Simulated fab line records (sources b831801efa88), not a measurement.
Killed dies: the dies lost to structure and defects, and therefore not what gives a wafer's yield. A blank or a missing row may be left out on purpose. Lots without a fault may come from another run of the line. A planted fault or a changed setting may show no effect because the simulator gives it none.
Which tool did it? | flow sky130 | 11 lots with 33 wafers sampled at 3 steps, on a route of 708 steps

## WHAT THE GAUGES SHOWED, per wafer
SKY_LDD_HVP_OVL_MEAS_07.
lot  | measured     | on         | LDD_HVP_OVL (nm)
L613 | day 22 04:43 | overlay-01 | -0.9 -1.6 -1.7
L616 | day 23 00:25 | overlay-01 | -1.6 -2.2 -1.1
L617 | day 23 11:33 | overlay-01 | -1.4 0.3 -1.3
L619 | day 24 11:22 | overlay-02 | -0.9 -2.0 -0.3
L620 | day 24 18:37 | overlay-01 | - - -
L622 | day 25 06:51 | overlay-01 | -0.1 2.6 1.3
L630 | day 28 05:54 | overlay-01 | -0.1 1.3 -0.4
L631 | day 28 09:39 | overlay-01 | -1.2 -1.4 -1.0
L632 | day 29 13:13 | overlay-02 | 1.0 -0.8 -1.2
L635 | day 30 05:22 | overlay-02 | 0.0 0.1 -0.4
L634 | day 30 07:25 | overlay-02 | 0.9 2.5 -0.2

## WHAT TOOL EACH LOT RAN ON (gives the tool, then ch and the chambers of the sampled wafers, and finally the start)
lot  | SKY_LDD_P_STRIP_10                  | SKY_LDD_HVP_EXPOSE_04
L613 | plasmaAsher-03 ch 0,1, day 19 14:19 | ilineStepper-01 ch 0, day 21 13:09
L616 | plasmaAsher-02 ch 0,1, day 20 11:05 | ilineStepper-02 ch 0, day 22 09:19
L617 | plasmaAsher-04 ch 0,1, day 20 22:19 | ilineStepper-02 ch 0, day 22 20:16
L619 | plasmaAsher-03 ch 1, day 21 22:43   | ilineStepper-02 ch 0, day 23 21:01
L620 | plasmaAsher-02 ch 0,1, day 22 06:16 | ilineStepper-01 ch 0, day 24 03:18
L622 | plasmaAsher-03 ch 0,1, day 22 19:34 | ilineStepper-02 ch 0, day 24 16:14
L630 | plasmaAsher-02 ch 1, day 25 20:22   | ilineStepper-01 ch 0, day 27 16:12
L631 | plasmaAsher-04 ch 0,1, day 26 00:40 | ilineStepper-01 ch 0, day 27 19:39
L632 | plasmaAsher-03 ch 0,1, day 27 04:44 | ilineStepper-01 ch 0, day 28 23:53
L635 | plasmaAsher-04 ch 0,1, day 27 20:38 | ilineStepper-02 ch 0, day 29 15:12
L634 | plasmaAsher-04 ch 0,1, day 27 22:05 | ilineStepper-02 ch 0, day 29 17:34
- SKY_LDD_P_STRIP_10: strips in O2/N2.
- SKY_LDD_HVP_EXPOSE_04: exposes mask HVPTM, target cd 700 nm.

## THE ANSWER, worked out from the rows above alone
Rule: the usual values come from the lots themselves. The widest of any qualifying gaps counts: lots, ordered by their means at a reading, are off when they make up no more than a third of the lots, leave a main group of 4 or more, and stand apart from it by 3 or more times the standard deviation of that group's means. Not used: any main group whose means are identical at the precision the tables above print for the reading. Also off: a lot with no number at a reading for which 4 or more lots have one. The other lots that the step has rows for count as sound.
Off: L620, at SKY_LDD_HVP_OVL_MEAS_07 (LDD_HVP_OVL). Without a number there: L620. Mean -0.4 nm and standard deviation 0.96 in the main group.
If a tool, at a process step before that reading, ran all the lots that are off and no sound lot after the first of them, it fits. Those tools and the gauges at SKY_LDD_HVP_OVL_MEAS_07 are tried in the same way. None of those tried fits.

## WHAT THE SIMULATOR PUT IN
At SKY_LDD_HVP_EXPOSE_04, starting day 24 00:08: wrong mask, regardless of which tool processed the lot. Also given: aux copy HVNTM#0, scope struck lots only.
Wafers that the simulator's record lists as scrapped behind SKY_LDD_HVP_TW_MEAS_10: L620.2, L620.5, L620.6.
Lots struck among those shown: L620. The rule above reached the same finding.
